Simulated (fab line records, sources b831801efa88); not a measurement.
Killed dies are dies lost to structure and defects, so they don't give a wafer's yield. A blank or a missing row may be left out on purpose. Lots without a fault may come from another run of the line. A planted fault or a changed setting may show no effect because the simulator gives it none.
fab line records | flow sky130
record lots=5 wafers=15 last_day=50
route steps=708 shown METAL5@668 PASSIVATION@681 PAD_OPEN@694
lots that met no fault: from a run of the same line without faults
start_h: hours from the record's first day to the start of the lot's first wafer shown | wait_h: hours since the lot's step before | " the same as in the row above | L1.1+2: a row that stands for several wafers | - no value, or no start given | * or withheld: withheld | < > ~ a bound
route shown NAME@n: a module of which the file shows steps, and the number in the route of the first | usual: mean/standard deviation of fault-free wafers | same: alike in all rows | chamber/n: place in a boat | sites: the reading at each site | _std_site: their standard deviation | _edge_site: outer sites' mean less inner sites' | radius_mm: how far each site lies from the wafer's centre | mask NAME#n: copy n | behind: the tool/chamber that last shaped the wafer | hold: why the lot was held/for how many hours/how that ended | device: the transistor (n, p or np) that didn't switch | end of line: the same wafers' tests at the end of the route | a step without rows: its recipe alone | killed: dies lost to structure and defects at the first sort, not the wafer's yield | map: a wafer's dies, x killed, . not, _ none there
set.NAME: the setting as run; set.NAME@STEP: as run at that earlier step | model.NAME: the simulator's own value behind a step, which no gauge read
lots at some steps of the route; a table a step, a row a wafer
services: from which hour (start_h, from the record's first day; less than 0 if before it) a tool's chamber was out of use, for how many hours, and why
## steps
# step SKY_METAL5_DEHYDRATE_07
# recipe temp_c=200 time_s=60
# usual chill_plate_temp_C=22.98/0.1
# same time_s=60
# columns lot.wafer tool chamber start_h wait_h chill_plate_temp_C
L078.3 litho_track-04 0 1042.47 9.8 22.94
L078.4 " 0 " " 23.03
L078.6 " 0 " " 22.93
L085.4 litho_track-03 0 1107.28 9.4 22.97
L085.5 " 0 " " 23.07
L085.6 " 0 " " 23.14
L087.2 litho_track-04 0 1108.00 8.3 23.02
L087.5 " 0 " " 22.93
L087.6 " 0 " " 22.96
L088.3 litho_track-01 0 1114.19 9.1 22.92
L088.4 " 0 " " 22.99
L088.6 " 0 " " 22.87
L095.1 litho_track-01 0 1156.69 9.1 23.03
L095.2 " 0 " " 22.83
L095.6 " 0 " " 22.96
# step SKY_METAL5_HMDS_08
# recipe prime_time_s=60 prime_temp_c=120
# usual chill_plate_temp_C=22.97/0.089
# columns lot.wafer tool chamber start_h wait_h chill_plate_temp_C
L078.3 litho_track-04 0 1042.62 0.1 23.17
L078.4 " 0 " " 23.02
L078.6 " 0 " " 22.91
L085.4 litho_track-03 0 1107.43 0.1 22.95
L085.5 " 0 " " 23.03
L085.6 " 0 " " 22.93
L087.2 litho_track-04 0 1108.15 0.1 23.09
L087.5 " 0 " " 22.97
L087.6 " 0 " " 23.19
L088.3 litho_track-01 0 1114.34 0.1 22.95
L088.4 " 0 " " 22.94
L088.6 " 0 " " 23.00
L095.1 litho_track-01 0 1156.84 0.1 22.85
L095.2 " 0 " " 22.83
L095.6 " 0 " " 22.94
# step SKY_METAL5_COAT_09
# recipe resist=NOVOLAK spin_rpm=3000 resist_thk_nm=1800
# usual chill_plate_temp_C=22.98/0.11
# columns lot.wafer tool chamber start_h wait_h chill_plate_temp_C
L078.3 litho_track-04 0 1042.77 0.1 22.93
L078.4 " 0 " " 22.97
L078.6 " 0 " " 22.87
L085.4 litho_track-03 0 1107.58 0.1 23.05
L085.5 " 0 " " 23.19
L085.6 " 0 " " 22.90
L087.2 litho_track-04 0 1108.30 0.1 22.82
L087.5 " 0 " " 22.83
L087.6 " 0 " " 22.85
L088.3 litho_track-01 0 1114.49 0.1 23.02
L088.4 " 0 " " 23.04
L088.6 " 0 " " 22.97
L095.1 litho_track-01 0 1156.99 0.1 23.07
L095.2 " 0 " " 23.04
L095.6 " 0 " " 22.97
# step SKY_METAL5_SOFTBAKE_10
# recipe temp_c=90 time_s=60 resist=NOVOLAK
# usual chill_plate_temp_C=23.00/0.096
# same time_s=60
# columns lot.wafer tool chamber start_h wait_h chill_plate_temp_C
L078.3 litho_track-04 0 1042.92 0.1 22.97
L078.4 " 0 " " 22.83
L078.6 " 0 " " 22.91
L085.4 litho_track-03 0 1107.73 0.1 22.82
L085.5 " 0 " " 22.89
L085.6 " 0 " " 22.85
L087.2 litho_track-04 0 1108.45 0.1 23.00
L087.5 " 0 " " 22.84
L087.6 " 0 " " 22.77
L088.3 litho_track-01 0 1114.64 0.1 22.92
L088.4 " 0 " " 23.02
L088.6 " 0 " " 22.97
L095.1 litho_track-01 0 1157.14 0.1 22.92
L095.2 " 0 " " 23.04
L095.6 " 0 " " 22.99
# step SKY_METAL5_EXPOSE_11
# recipe mask_id=MM5 na=0.6 source_shape=conventional sigma_outer=0.6 polarization=unpolarized target_cd_nm=1600 dose_mj=190
# usual stage_vel_mm_s=500.04/0.22
# columns lot.wafer tool chamber start_h wait_h mask stage_vel_mm_s
L078.3 iline_stepper-01 0 - - MM5#0 500.04
L078.4 " 0 " " MM5#0 499.83
L078.6 " 0 " " MM5#0 499.86
L085.4 iline_stepper-01 0 - - MM5#0 500.07
L085.5 " 0 " " MM5#0 499.70
L085.6 " 0 " " MM5#0 500.20
L087.2 iline_stepper-01 0 - - MM5#0 500.32
L087.5 " 0 " " MM5#0 500.34
L087.6 " 0 " " MM5#0 500.16
L088.3 iline_stepper-02 0 - - MM5#0 500.04
L088.4 " 0 " " MM5#0 500.17
L088.6 " 0 " " MM5#0 499.89
L095.1 iline_stepper-01 0 - - MM5#0 499.80
L095.2 " 0 " " MM5#0 500.01
L095.6 " 0 " " MM5#0 499.78
# step SKY_METAL5_PEB_12
# recipe temp_c=withheld time_s=* resist=NOVOLAK
# usual chill_plate_temp_C=*
# same time_s=*
# columns lot.wafer tool chamber start_h wait_h chill_plate_temp_C
L078.3 litho_track-01 0 - - *
L078.4 " 0 " " *
L078.6 " 0 " " *
L085.4 litho_track-01 0 - - *
L085.5 " 0 " " *
L085.6 " 0 " " *
L087.2 litho_track-03 0 - - *
L087.5 " 0 " " *
L087.6 " 0 " " *
L088.3 litho_track-04 0 - - *
L088.4 " 0 " " *
L088.6 " 0 " " *
L095.1 litho_track-01 0 - - *
L095.2 " 0 " " *
L095.6 " 0 " " *
# step SKY_METAL5_DEVELOP_13
# recipe resist=NOVOLAK developer=TMAH develop_time_s=60 dev_temp_c=23
# usual chill_plate_temp_C=22.98/0.1
# columns lot.wafer tool chamber start_h wait_h chill_plate_temp_C
L078.3 litho_track-01 0 1054.18 0.1 23.27
L078.4 " 0 " " 23.01
L078.6 " 0 " " 23.01
L085.4 litho_track-01 0 1118.01 0.1 22.87
L085.5 " 0 " " 22.85
L085.6 " 0 " " 22.81
L087.2 litho_track-03 0 1118.63 0.1 23.03
L087.5 " 0 " " 22.87
L087.6 " 0 " " 22.95
L088.3 litho_track-04 0 1124.12 0.1 22.98
L088.4 " 0 " " 23.10
L088.6 " 0 " " 22.92
L095.1 litho_track-01 0 1165.74 0.1 22.97
L095.2 " 0 " " 22.92
L095.6 " 0 " " 22.85
# step SKY_METAL5_DESCUM_14
# recipe chemistry=O2 source_power_w=150 bias_power_w=0 pressure_mtorr=10 temp_c=40 time_s=11
# usual drypump_motor_current_A=6.02/0.29 oes_product_au=0.998/0.011
# same time_s=11
# columns lot.wafer tool chamber start_h wait_h drypump_motor_current_A oes_product_au rf_hours_counter_h
L078.3 rie_metal-04 1 1054.30 0.1 6.23 0.998 -
L078.4 " 0 " " 6.08 0.983 -
L078.6 " 1 " " 6.24 0.994 -
L085.4 rie_metal-02 1 1118.10 0.1 5.42 1.006 -
L085.5 " 1 " " 5.44 1.006 -
L085.6 " 0 " " 6.19 1.001 -
L087.2 rie_metal-04 1 1118.75 0.1 6.24 1.004 22
L087.5 " 1 " " 6.24 1.001 -
L087.6 " 0 " " 6.07 0.989 -
L088.3 rie_metal-02 0 1124.23 0.1 6.20 0.995 -
L088.4 " 1 " " 5.44 0.985 -
L088.6 " 0 " " 6.20 0.990 -
L095.1 rie_metal-03 1 1165.89 0.1 6.05 1.007 23
L095.2 " 0 " " 6.18 1.008 29
L095.6 " 0 " " 6.18 1.012 -
# step SKY_METAL5_METAL_ETCH_15
# recipe target_depth_a=12600 stop_on=SiO2 over_etch_frac=0.2 time_s=252 chemistry=Cl2/BCl3 resist_sidewall_deg=86 pressure_mtorr=10 icp_w=900 bias_w=48.5 Cl2_flow_sccm=60 bcl3_flow_sccm=30
# usual drypump_motor_current_A=6.02/0.29 oes_product_au=0.894/0.0048 throttle_valve_pct=22.265/0.0091
# same time_s=252
# columns lot.wafer tool chamber start_h wait_h drypump_motor_current_A oes_product_au rf_hours_counter_h throttle_valve_pct
L078.3 rie_metal-04 1 1054.40 0.1 6.25 0.900 - 22.255
L078.4 " 0 " " 6.09 0.893 - 22.283
L078.6 " 1 " " 6.27 0.896 - 22.268
L085.4 rie_metal-02 1 1118.20 0.1 5.42 0.887 - 22.267
L085.5 " 1 " " 5.42 0.892 - 22.252
L085.6 " 0 " " 6.19 0.888 - 22.264
L087.2 rie_metal-04 1 1118.79 0.0 6.24 0.902 22 22.247
L087.5 " 1 " " 6.26 0.887 - 22.256
L087.6 " 0 " " 6.07 0.894 - 22.272
L088.3 rie_metal-02 0 1124.33 0.1 6.17 0.892 - 22.273
L088.4 " 1 " " 5.43 0.889 - 22.265
L088.6 " 0 " " 6.17 0.889 - 22.256
L095.1 rie_metal-03 1 1165.92 0.0 6.07 0.895 23 22.264
L095.2 " 0 " " 6.18 0.894 29 22.272
L095.6 " 0 " " 6.18 0.892 - 22.253
# step SKY_METAL5_STRIP_16
# recipe chemistry=O2/N2 power_w=1400 pressure_mtorr=1500 platen_temp_c=withheld o2_flow_sccm=3000 n2_flow_sccm=300 overash_fraction=0.5
# usual drypump_motor_current_A=5.7/0.36 oes_product_au=0.711/0.0042 strip_time_to_endpoint_s=13.08/0.12
# columns lot.wafer tool chamber start_h wait_h drypump_motor_current_A oes_product_au rf_hours_counter_h strip_time_to_endpoint_s
L078.3 plasma_asher-03 0 1054.59 0.1 5.1 0.717 - 13.15
L078.4 " 1 " " 5.7 0.706 - 13.24
L078.6 " 0 " " 5.2 0.710 - 13.02
L085.4 plasma_asher-03 1 1118.39 0.1 5.7 0.708 - 13.05
L085.5 " 0 " " 5.1 0.711 - 13.07
L085.6 " 1 " " 5.7 0.713 - 13.10
L087.2 plasma_asher-03 1 1119.02 0.2 5.7 0.714 37 13.27
L087.5 " 0 " " 5.1 0.713 - 13.19
L087.6 " 1 " " 5.7 0.705 - 13.33
L088.3 plasma_asher-04 1 1124.52 0.1 5.8 0.713 - 13.17
L088.4 " 0 " " 6.2 0.708 - 13.21
L088.6 " 1 " " 5.8 0.709 - 13.22
L095.1 plasma_asher-02 1 1166.15 0.2 5.5 0.717 96 13.07
L095.2 " 0 " " 5.6 0.714 96 12.98
L095.6 " 0 " " 5.6 0.720 - 12.89
# step SKY_METAL5_STRIP_17
# recipe chemistry=post_etch_residue_remover time_s=1200 temp_c=72.5
# same time_s=1200
# columns lot.wafer tool chamber start_h wait_h
L078.3+4+6 wet_bench-02 2 1054.67 0.1
L085.4+5+6 wet_bench-02 0 1118.45 0.0
L087.2+5+6 wet_bench-01 2 1119.12 0.1
L088.3+4+6 wet_bench-01 0 1124.62 0.1
L095.1+2+6 wet_bench-02 1 1166.25 0.1
# step SKY_METAL5_CLEAN_18
# recipe chemistry=IPA time_s=180 temp_c=25
# same time_s=180
# columns lot.wafer tool chamber start_h wait_h
L078.3+4+6 wet_bench-03 1 1055.02 0.0
L085.4+5+6 wet_bench-03 1 1118.80 0.0
L087.2+5+6 wet_bench-03 3 1119.46 0.0
L088.3+4+6 wet_bench-02 0 1124.96 0.0
L095.1+2+6 wet_bench-01 1 1166.60 0.0
# step SKY_METAL5_CLEAN_19
# recipe chemistry=O3/DIW dry=n2_spin
# columns lot.wafer tool chamber start_h wait_h
L078.3+4+6 wet_bench-02 2 1055.07 0.0
L085.4+5+6 wet_bench-03 0 1118.85 0.0
L087.2+5+6 wet_bench-02 1 1119.52 0.0
L088.3+4+6 wet_bench-03 3 1125.02 0.0
L095.1+2+6 wet_bench-02 2 1166.65 0.0
# step SKY_PASSIVATION_CVD_00
# recipe material=SiO2 target_thk_nm=90 temp_c=400 time_s=withheld rf_w=600
# usual heater_power_w=629/95
# columns lot.wafer tool chamber start_h wait_h heater_power_w
L078.3 pecvd-04 1 1055.17 0.0 668
L078.4 " 0 " " 575
L078.6 " 1 " " 651
L085.4 pecvd-03 0 1118.96 0.0 513
L085.5 " 2 " " 592
L085.6 " 1 " " 662
L087.2 pecvd-01 2 1119.61 0.0 693
L087.5 " 0 " " 648
L087.6 " 1 " " 865
L088.3 pecvd-03 0 1125.11 0.0 409
L088.4 " 1 " " 613
L088.6 " 2 " " 652
L095.1 pecvd-04 1 1166.75 0.0 635
L095.2 " 2 " " 541
L095.6 " 0 " " 599
# step SKY_PASSIVATION_THK_MEAS_01
# recipe reads=SiO2_of_PASSIVATION_CVD_00
# usual PASSIVATION_CVD_00_THK=90.2/1.2
# columns lot.wafer tool chamber start_h wait_h PASSIVATION_CVD_00_THK[nm]
L078.3 film_metro-04 - 1055.21 - 90.5
L078.4 " - " " 92.2
L078.6 " - " " 92.0
L085.4 film_metro-04 - 1119.00 - 89.0
L085.5 " - " " 90.4
L085.6 " - " " 89.7
L087.2 film_metro-04 - 1119.65 - 88.2
L087.5 " - " " 91.1
L087.6 " - " " 90.2
L088.3 film_metro-03 - 1125.15 - 90.0
L088.4 " - " " 89.3
L088.6 " - " " 91.9
L095.1 film_metro-04 - 1166.77 - 88.0
L095.2 " - " " 89.4
L095.6 " - " " 91.5
# step SKY_PASSIVATION_CVD_02
# recipe material=Si3N4 target_thk_nm=540 temp_c=400 time_s=withheld rf_w=450
# usual heater_power_w=702/100
# columns lot.wafer tool chamber start_h wait_h heater_power_w
L078.3 pecvd-01 1 1055.25 0.0 840
L078.4 " 0 " " 697
L078.6 " 1 " " 869
L085.4 pecvd-04 2 1119.14 0.1 630
L085.5 " 0 " " 665
L085.6 " 1 " " 727
L087.2 pecvd-03 0 1119.70 0.0 562
L087.5 " 0 " " 578
L087.6 " 1 " " 679
L088.3 pecvd-04 1 1125.19 0.0 666
L088.4 " 0 " " 659
L088.6 " 1 " " 679
L095.1 pecvd-03 0 1166.83 0.1 538
L095.2 " 2 " " 664
L095.6 " 0 " " 552
# step SKY_PASSIVATION_THK_MEAS_03
# recipe reads=Si3N4_of_PASSIVATION_CVD_02
# usual PASSIVATION_CVD_02_THK=541/7.3
# columns lot.wafer tool chamber start_h wait_h PASSIVATION_CVD_02_THK[nm]
L078.3 film_metro-04 - 1055.49 - 540
L078.4 " - " " 543
L078.6 " - " " 538
L085.4 film_metro-04 - 1119.28 - 538
L085.5 " - " " 540
L085.6 " - " " 554
L087.2 film_metro-02 - 1119.93 - 530
L087.5 " - " " 542
L087.6 " - " " 550
L088.3 film_metro-02 - 1125.44 - 545
L088.4 " - " " 554
L088.6 " - " " 560
L095.1 film_metro-03 - 1167.05 - 550
L095.2 " - " " 541
L095.6 " - " " 555
# step SKY_PASSIVATION_DEHYDRATE_04
# recipe temp_c=200 time_s=60
# usual chill_plate_temp_C=22.98/0.097
# same time_s=60
# columns lot.wafer tool chamber start_h wait_h chill_plate_temp_C
L078.3 litho_track-02 0 1065.56 10.1 22.97
L078.4 " 0 " " 22.99
L078.6 " 0 " " 23.05
L085.4 litho_track-02 0 1127.79 8.5 23.08
L085.5 " 0 " " 23.05
L085.6 " 0 " " 22.93
L087.2 litho_track-02 0 1128.74 8.8 23.07
L087.5 " 0 " " 22.99
L087.6 " 0 " " 23.02
L088.3 litho_track-04 0 1134.52 9.1 22.95
L088.4 " 0 " " 22.95
L088.6 " 0 " " 23.03
L095.1 litho_track-04 0 1175.17 8.1 22.93
L095.2 " 0 " " 22.97
L095.6 " 0 " " 22.88
# step SKY_PASSIVATION_HMDS_05
# recipe prime_time_s=60 prime_temp_c=120
# usual chill_plate_temp_C=22.99/0.088
# columns lot.wafer tool chamber start_h wait_h chill_plate_temp_C
L078.3 litho_track-02 0 1065.71 0.1 23.01
L078.4 " 0 " " 23.16
L078.6 " 0 " " 23.02
L085.4 litho_track-02 0 1127.94 0.1 22.85
L085.5 " 0 " " 22.92
L085.6 " 0 " " 22.98
L087.2 litho_track-02 0 1128.89 0.1 22.92
L087.5 " 0 " " 23.06
L087.6 " 0 " " 22.93
L088.3 litho_track-04 0 1134.67 0.1 23.20
L088.4 " 0 " " 23.01
L088.6 " 0 " " 23.07
L095.1 litho_track-04 0 1175.32 0.1 23.14
L095.2 " 0 " " 23.11
L095.6 " 0 " " 23.03
# step SKY_PASSIVATION_COAT_06
# recipe spin_rpm=2000 resist_thk_nm=3000
# usual chill_plate_temp_C=23.01/0.11
# columns lot.wafer tool chamber start_h wait_h chill_plate_temp_C
L078.3 litho_track-02 0 1065.86 0.1 23.12
L078.4 " 0 " " 22.94
L078.6 " 0 " " 22.92
L085.4 litho_track-02 0 1128.09 0.1 22.96
L085.5 " 0 " " 22.93
L085.6 " 0 " " 23.08
L087.2 litho_track-02 0 1129.04 0.1 22.93
L087.5 " 0 " " 23.08
L087.6 " 0 " " 22.96
L088.3 litho_track-04 0 1134.82 0.1 23.12
L088.4 " 0 " " 23.14
L088.6 " 0 " " 23.16
L095.1 litho_track-04 0 1175.47 0.1 23.15
L095.2 " 0 " " 22.98
L095.6 " 0 " " 23.08
# step SKY_PASSIVATION_SOFTBAKE_07
# recipe temp_c=110 time_s=withheld
# usual chill_plate_temp_C=23.01/0.11
# columns lot.wafer tool chamber start_h wait_h chill_plate_temp_C
L078.3 litho_track-02 0 1066.03 0.1 23.08
L078.4 " 0 " " 22.86
L078.6 " 0 " " 22.93
L085.4 litho_track-02 0 1128.26 0.1 23.10
L085.5 " 0 " " 22.89
L085.6 " 0 " " 22.96
L087.2 litho_track-02 0 1129.20 0.1 23.01
L087.5 " 0 " " 22.89
L087.6 " 0 " " 22.99
L088.3 litho_track-04 0 1134.99 0.1 22.89
L088.4 " 0 " " 23.08
L088.6 " 0 " " 23.09
L095.1 litho_track-04 0 1175.62 0.1 22.83
L095.2 " 0 " " 23.01
L095.6 " 0 " " 22.97
# step SKY_PASSIVATION_EXPOSE_08
# recipe mask_id=NSM target_cd_nm=3000 na=0.57 dose_mj=260
# usual stage_vel_mm_s=499.98/0.27
# columns lot.wafer tool chamber start_h wait_h mask stage_vel_mm_s
L078.3 iline_stepper-02 0 - - NSM#0 500.05
L078.4 " 0 " " NSM#0 499.83
L078.6 " 0 " " NSM#0 499.97
L085.4 iline_stepper-01 0 - - NSM#0 499.80
L085.5 " 0 " " NSM#0 499.76
L085.6 " 0 " " NSM#0 500.17
L087.2 iline_stepper-02 0 - - NSM#0 499.97
L087.5 " 0 " " NSM#0 499.62
L087.6 " 0 " " NSM#0 499.85
L088.3 iline_stepper-02 0 - - NSM#0 500.08
L088.4 " 0 " " NSM#0 500.37
L088.6 " 0 " " NSM#0 499.91
L095.1 iline_stepper-02 0 - - NSM#0 500.26
L095.2 " 0 " " NSM#0 500.27
L095.6 " 0 " " NSM#0 499.71
# step SKY_PASSIVATION_PEB_09
# recipe temp_c=115 time_s=withheld
# usual chill_plate_temp_C=23.00/0.11
# columns lot.wafer tool chamber start_h wait_h chill_plate_temp_C
L078.3 litho_track-04 0 - - 23.06
L078.4 " 0 " " 23.08
L078.6 " 0 " " 23.22
L085.4 litho_track-04 0 - - 22.89
L085.5 " 0 " " 23.00
L085.6 " 0 " " 22.94
L087.2 litho_track-03 0 - - 23.04
L087.5 " 0 " " 23.15
L087.6 " 0 " " 22.99
L088.3 litho_track-03 0 - - 23.07
L088.4 " 0 " " 22.92
L088.6 " 0 " " 23.02
L095.1 litho_track-03 0 - - 23.06
L095.2 " 0 " " 23.09
L095.6 " 0 " " 23.01
# step SKY_PASSIVATION_DEVELOP_10
# recipe develop_time_s=60 dev_temp_c=23
# usual chill_plate_temp_C=23.02/0.094
# columns lot.wafer tool chamber start_h wait_h chill_plate_temp_C
L078.3 litho_track-04 0 - - 22.86
L078.4 " 0 " " 23.13
L078.6 " 0 " " 23.03
L085.4 litho_track-04 0 - - 23.08
L085.5 " 0 " " 22.97
L085.6 " 0 " " 23.03
L087.2 litho_track-03 0 - - 23.13
L087.5 " 0 " " 22.89
L087.6 " 0 " " 23.02
L088.3 litho_track-03 0 - - 22.96
L088.4 " 0 " " 22.90
L088.6 " 0 " " 23.02
L095.1 litho_track-03 0 - - 22.94
L095.2 " 0 " " 22.97
L095.6 " 0 " " 22.96
# step SKY_PASSIVATION_ETCH_11
# recipe chemistry=CF4/O2 target_depth_nm=725 stop_on=AlCu source_w=800 bias_w=150 pressure_mtorr=150 cf4_flow_sccm=80 O2_flow_sccm=10 time_s=161.1
# usual drypump_motor_current_A=5.6/0.49 oes_product_au=0.978/0.0076 throttle_valve_pct=5.964/0.0088
# same time_s=161.1
# columns lot.wafer tool chamber start_h wait_h drypump_motor_current_A oes_product_au rf_hours_counter_h throttle_valve_pct
L078.3 rie_diel-02 2 1077.27 - 5.5 0.984 17 5.950
L078.4 " 0 " " 5.1 0.976 27 5.960
L078.6 " 3 " " 5.9 0.975 - 5.954
L085.4 rie_diel-04 0 1138.27 - 5.4 0.962 - 5.971
L085.5 " 2 " " 6.0 0.980 - 5.969
L085.6 " 3 " " 6.3 0.977 - 5.947
L087.2 rie_diel-01 0 1139.60 - 4.8 0.968 2 5.960
L087.5 " 0 " " 4.8 0.979 - 5.980
L087.6 " 3 " " 5.5 0.986 - 5.969
L088.3 rie_diel-01 1 1144.85 - 5.3 0.991 32 5.978
L088.4 " 1 " " 5.3 0.991 - 5.973
L088.6 " 3 " " 5.5 0.996 - 5.977
L095.1 rie_diel-04 0 1183.70 - 5.4 0.972 3 5.947
L095.2 " 2 " " 6.0 0.973 24 5.957
L095.6 " 3 " " 6.3 0.983 - 5.964
# step SKY_PASSIVATION_STRIP_12
# recipe chemistry=O2/N2 power_w=1400 pressure_mtorr=1500 platen_temp_c=withheld overash_fraction=0.7 o2_flow_sccm=3000 n2_flow_sccm=300
# usual drypump_motor_current_A=5.7/0.32 oes_product_au=0.661/0.0044 strip_time_to_endpoint_s=31.55/0.13
# columns lot.wafer tool chamber start_h wait_h drypump_motor_current_A oes_product_au rf_hours_counter_h strip_time_to_endpoint_s
L078.3 plasma_asher-01 0 1077.41 0.1 5.6 0.662 - 31.63
L078.4 " 1 " " 5.9 0.660 - 31.96
L078.6 " 0 " " 5.6 0.663 - 31.53
L085.4 plasma_asher-03 1 1138.36 0.0 5.7 0.652 - 31.83
L085.5 " 0 " " 5.1 0.665 - 31.71
L085.6 " 1 " " 5.7 0.664 - 31.72
L087.2 plasma_asher-01 1 1139.71 0.1 5.8 0.657 72 31.47
L087.5 " 1 " " 5.9 0.670 - 31.47
L087.6 " 0 " " 5.6 0.663 - 31.67
L088.3 plasma_asher-01 0 1144.99 0.1 5.6 0.660 - 31.57
L088.4 " 1 " " 5.8 0.662 - 31.45
L088.6 " 0 " " 5.6 0.662 - 31.56
L095.1 plasma_asher-04 0 1183.81 0.1 6.2 0.662 12 31.61
L095.2 " 1 " " 5.8 0.660 12 31.51
L095.6 " 1 " " 5.8 0.661 - 31.55
# step SKY_PAD_OPEN_DEHYDRATE_00
# recipe temp_c=200 time_s=60
# usual chill_plate_temp_C=23.02/0.095
# same time_s=60
# columns lot.wafer tool chamber start_h wait_h chill_plate_temp_C
L078.3 litho_track-02 0 1086.36 8.9 23.04
L078.4 " 0 " " 22.83
L078.6 " 0 " " 22.91
L085.4 litho_track-04 0 1146.75 8.4 22.92
L085.5 " 0 " " 23.03
L085.6 " 0 " " 22.89
L087.2 litho_track-02 0 1148.29 8.5 22.96
L087.5 " 0 " " 23.05
L087.6 " 0 " " 23.01
L088.3 litho_track-04 0 1153.32 8.3 23.08
L088.4 " 0 " " 22.96
L088.6 " 0 " " 22.94
L095.1 litho_track-04 0 1190.62 6.8 23.11
L095.2 " 0 " " 23.09
L095.6 " 0 " " 22.96
# step SKY_PAD_OPEN_HMDS_01
# recipe prime_time_s=60 prime_temp_c=119.5
# usual chill_plate_temp_C=23.02/0.11
# columns lot.wafer tool chamber start_h wait_h chill_plate_temp_C
L078.3 litho_track-02 0 1086.51 0.1 23.18
L078.4 " 0 " " 23.06
L078.6 " 0 " " 22.93
L085.4 litho_track-04 0 1146.90 0.1 22.95
L085.5 " 0 " " 22.99
L085.6 " 0 " " 22.94
L087.2 litho_track-02 0 1148.44 0.1 23.05
L087.5 " 0 " " 23.11
L087.6 " 0 " " 23.14
L088.3 litho_track-04 0 1153.47 0.1 22.77
L088.4 " 0 " " 22.81
L088.6 " 0 " " 22.88
L095.1 litho_track-04 0 1190.77 0.1 23.06
L095.2 " 0 " " 23.18
L095.6 " 0 " " 23.11
# step SKY_PAD_OPEN_COAT_02
# recipe spin_rpm=2000 resist_thk_nm=3000
# usual chill_plate_temp_C=22.99/0.095
# columns lot.wafer tool chamber start_h wait_h chill_plate_temp_C
L078.3 litho_track-02 0 1086.66 0.1 22.99
L078.4 " 0 " " 22.94
L078.6 " 0 " " 22.91
L085.4 litho_track-04 0 1147.05 0.1 23.01
L085.5 " 0 " " 22.91
L085.6 " 0 " " 22.98
L087.2 litho_track-02 0 1148.59 0.1 22.82
L087.5 " 0 " " 22.93
L087.6 " 0 " " 22.68
L088.3 litho_track-04 0 1153.62 0.1 23.08
L088.4 " 0 " " 23.10
L088.6 " 0 " " 22.90
L095.1 litho_track-04 0 1190.92 0.1 23.11
L095.2 " 0 " " 23.08
L095.6 " 0 " " 23.00
# step SKY_PAD_OPEN_SOFTBAKE_03
# recipe temp_c=110 time_s=withheld
# usual chill_plate_temp_C=23.02/0.1
# columns lot.wafer tool chamber start_h wait_h chill_plate_temp_C
L078.3 litho_track-02 0 1086.83 0.1 22.88
L078.4 " 0 " " 22.95
L078.6 " 0 " " 22.85
L085.4 litho_track-04 0 1147.22 0.1 23.22
L085.5 " 0 " " 23.05
L085.6 " 0 " " 23.13
L087.2 litho_track-02 0 1148.75 0.1 22.98
L087.5 " 0 " " 22.98
L087.6 " 0 " " 23.07
L088.3 litho_track-04 0 1153.79 0.1 23.20
L088.4 " 0 " " 23.11
L088.6 " 0 " " 22.98
L095.1 litho_track-04 0 1191.07 0.1 23.12
L095.2 " 0 " " 23.06
L095.6 " 0 " " 23.22
# step SKY_PAD_OPEN_EXPOSE_04
# recipe mask_id=PDM target_cd_nm=60000 na=0.57 dose_mj=260
# usual stage_vel_mm_s=500.00/0.25
# columns lot.wafer tool chamber start_h wait_h mask stage_vel_mm_s
L078.3 iline_stepper-02 0 - - PDM#0 499.90
L078.4 " 0 " " PDM#0 500.39
L078.6 " 0 " " PDM#0 500.63
L085.4 iline_stepper-02 0 - - PDM#0 499.95
L085.5 " 0 " " PDM#0 499.59
L085.6 " 0 " " PDM#0 500.11
L087.2 iline_stepper-01 0 - - PDM#0 499.87
L087.5 " 0 " " PDM#0 500.45
L087.6 " 0 " " PDM#0 499.87
L088.3 iline_stepper-02 0 - - PDM#0 499.56
L088.4 " 0 " " PDM#0 500.04
L088.6 " 0 " " PDM#0 499.65
L095.1 iline_stepper-02 0 - - PDM#0 500.20
L095.2 " 0 " " PDM#0 500.24
L095.6 " 0 " " PDM#0 499.82
# step SKY_PAD_OPEN_PEB_05
# recipe temp_c=115 time_s=withheld
# usual chill_plate_temp_C=22.98/0.11
# columns lot.wafer tool chamber start_h wait_h chill_plate_temp_C
L078.3 litho_track-02 0 - - 22.80
L078.4 " 0 " " 22.95
L078.6 " 0 " " 22.89
L085.4 litho_track-04 0 - - 22.90
L085.5 " 0 " " 23.03
L085.6 " 0 " " 23.05
L087.2 litho_track-02 0 - - 23.01
L087.5 " 0 " " 23.13
L087.6 " 0 " " 22.87
L088.3 litho_track-01 0 - - 23.15
L088.4 " 0 " " 23.35
L088.6 " 0 " " 23.16
L095.1 litho_track-01 0 - - 23.09
L095.2 " 0 " " 22.97
L095.6 " 0 " " 23.02
# step SKY_PAD_OPEN_DEVELOP_06
# recipe develop_time_s=60 dev_temp_c=23
# usual chill_plate_temp_C=23.00/0.097
# columns lot.wafer tool chamber start_h wait_h chill_plate_temp_C
L078.3 litho_track-02 0 - - 22.88
L078.4 " 0 " " 23.03
L078.6 " 0 " " 22.99
L085.4 litho_track-04 0 - - 23.06
L085.5 " 0 " " 23.11
L085.6 " 0 " " 23.12
L087.2 litho_track-02 0 - - 23.01
L087.5 " 0 " " 22.97
L087.6 " 0 " " 22.99
L088.3 litho_track-01 0 - - 22.95
L088.4 " 0 " " 22.95
L088.6 " 0 " " 23.11
L095.1 litho_track-01 0 - - 23.09
L095.2 " 0 " " 23.26
L095.6 " 0 " " 22.99
## services
# columns tool chamber start_h hours kind
plasma_asher-03 - 1020.87 14.6 pm
rie_diel-01 2 1025.07 4.6 repair
iline_stepper-02 - 1025.45 1.7 pm
pecvd-03 - 1046.62 2.8 pm
rie_metal-04 - 1048.09 2.8 pm
plasma_asher-04 - 1055.25 9.0 pm
iline_stepper-01 - 1056.82 41.2 repair
wet_bench-01 - 1062.48 16.5 repair
wet_bench-03 - 1062.59 1.9 pm
rie_metal-04 - 1064.56 0.1 repair
rie_diel-01 3 1068.50 4.0 repair
rie_metal-04 0 1076.83 11.8 repair
rie_metal-03 - 1085.60 28.1 pm
wet_bench-01 - 1090.24 1.7 repair
plasma_asher-03 - 1101.11 2.6 repair
pecvd-04 - 1136.63 6.0 pm
pecvd-03 - 1136.90 14.6 pm
rie_diel-04 1 1138.04 11.3 repair
pecvd-04 0 1145.60 6.3 repair
iline_stepper-01 - 1146.79 1.7 pm
plasma_asher-03 - 1159.18 2.2 repair
iline_stepper-01 - 1162.54 3.9 repair
rie_diel-04 3 1171.43 1.9 repair
rie_metal-03 1 1183.34 3.2 repair
## key
fault none
